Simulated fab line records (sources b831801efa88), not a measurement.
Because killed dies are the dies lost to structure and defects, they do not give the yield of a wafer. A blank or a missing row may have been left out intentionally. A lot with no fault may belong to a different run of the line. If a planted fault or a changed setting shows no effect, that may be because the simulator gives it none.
A lot that was struck, set against a sound lot    flow sky130    15 steps out of a route of 708
Sound: the wafers L158.1, L158.2, L158.6. Struck: wafer L169.5 (L169.1, L169.6, from the same lot, were not struck and are left out); the cause is given at the end.
At each step with rows: each side's tool, then ch and its chambers, then its first start. Under that, the readings that differ: sound wafers    struck wafers    difference of the means    sigmas: that difference in standard deviations of wafers without a fault.
alike: readings with means less than 2 such deviations apart, plus words and numbers identical on both sides. not compared: withheld readings, readings lacking a value on some wafer, bounds such as >300 that could conceal the same value, and numbers that have no deviation in the record and whose values overlap.
Wherever a step has rows on one side only, a row that says differs or no value, or a row with sigmas, the two part there. Non-overlapping numbers with no deviation appear without sigmas and do not part them. A reading missing from all wafers of one side parts the sides only when that side holds two or more wafers.

first, 1 step without rows for these wafers: SKY_METAL5_CLEAN_19 (cleans in O3/DIW).
SKY_PASSIVATION_CVD_00: deposits SiO2, target thk 90 nm.
  sound on pecvd-03 ch 0,1,2, day 46 00:53; struck on pecvd-03 ch 1, day 48 14:14
  alike: heater power w
SKY_PASSIVATION_THK_MEAS_01:
  struck on film metro-03, day 48 14:16; sound on film metro-01, day 46 00:54
  alike: PASSIVATION_CVD_00_THK
SKY_PASSIVATION_CVD_02: deposits Si3N4, target thk 540 nm.
  sound on pecvd-04 ch 0,1,2, day 46 00:58; struck on pecvd-01 ch 0, day 48 14:19
  alike: heater power w
SKY_PASSIVATION_THK_MEAS_03:
  struck on film metro-01, day 48 14:32; sound on film metro-02, day 46 01:11
reading                      sound        struck  difference  sigmas
PASSIVATION_CVD_02_THK (nm)  530 526 527  545     +17         +2
then, 7 steps without rows for these wafers: SKY_PASSIVATION_DEHYDRATE_04 (time 60 s); SKY_PASSIVATION_HMDS_05 (prime time 60 s); SKY_PASSIVATION_COAT_06 (resist thk 3000 nm); SKY_PASSIVATION_SOFTBAKE_07; SKY_PASSIVATION_EXPOSE_08 (exposes mask NSM, target cd 3000 nm); SKY_PASSIVATION_PEB_09; SKY_PASSIVATION_DEVELOP_10 (develop time 60 s).
SKY_PASSIVATION_ETCH_11: etches the open film in CF4/O2, stops on AlCu, target depth 725 nm, time 161.1 s.
  sound on rie diel-03 ch 0,1, day 46 21:07; struck on rie diel-04 ch 1, day 49 08:19
reading                                        sound              struck  difference  sigmas
oes product au (a.u.)                          0.965 0.973 0.965  0.852   -0.116      -15
throttle valve pct (%)                         5.956 5.984 5.957  5.925   -0.041      -4
model.etch.depth nm (nm)                       694.1 691 693.8    549.2   -143.8      
model.PASSIVATION.feature depth nm (nm)        694.1 691 693.8    549.2   -143.8      
model.coat_of_PASSIVATION_COAT_06.thk nm (nm)  2523 2525 2531     2629    +103        
  alike: drypump motor current A
  not compared: rf hours counter h
SKY_PASSIVATION_STRIP_12: strips in O2/N2.
  sound on plasma asher-04 ch 0,1, day 46 21:13; struck on plasma asher-02 ch 0, day 49 08:25
reading                       sound              struck  difference  sigmas
oes product au (a.u.)         0.670 0.654 0.659  0.670   +0.009      +2
strip time to endpoint s (s)  31.61 31.62 31.70  32.83   +1.19       +9
  alike: drypump motor current A
  not compared: rf hours counter h
then, 1 step without rows for these wafers: SKY_PAD_OPEN_DEHYDRATE_00 (time 60 s).

WHERE THEY PART
At SKY_PASSIVATION_THK_MEAS_03 first; at SKY_PASSIVATION_STRIP_12 last (within this record only).

WHY: the cause the simulator had injected
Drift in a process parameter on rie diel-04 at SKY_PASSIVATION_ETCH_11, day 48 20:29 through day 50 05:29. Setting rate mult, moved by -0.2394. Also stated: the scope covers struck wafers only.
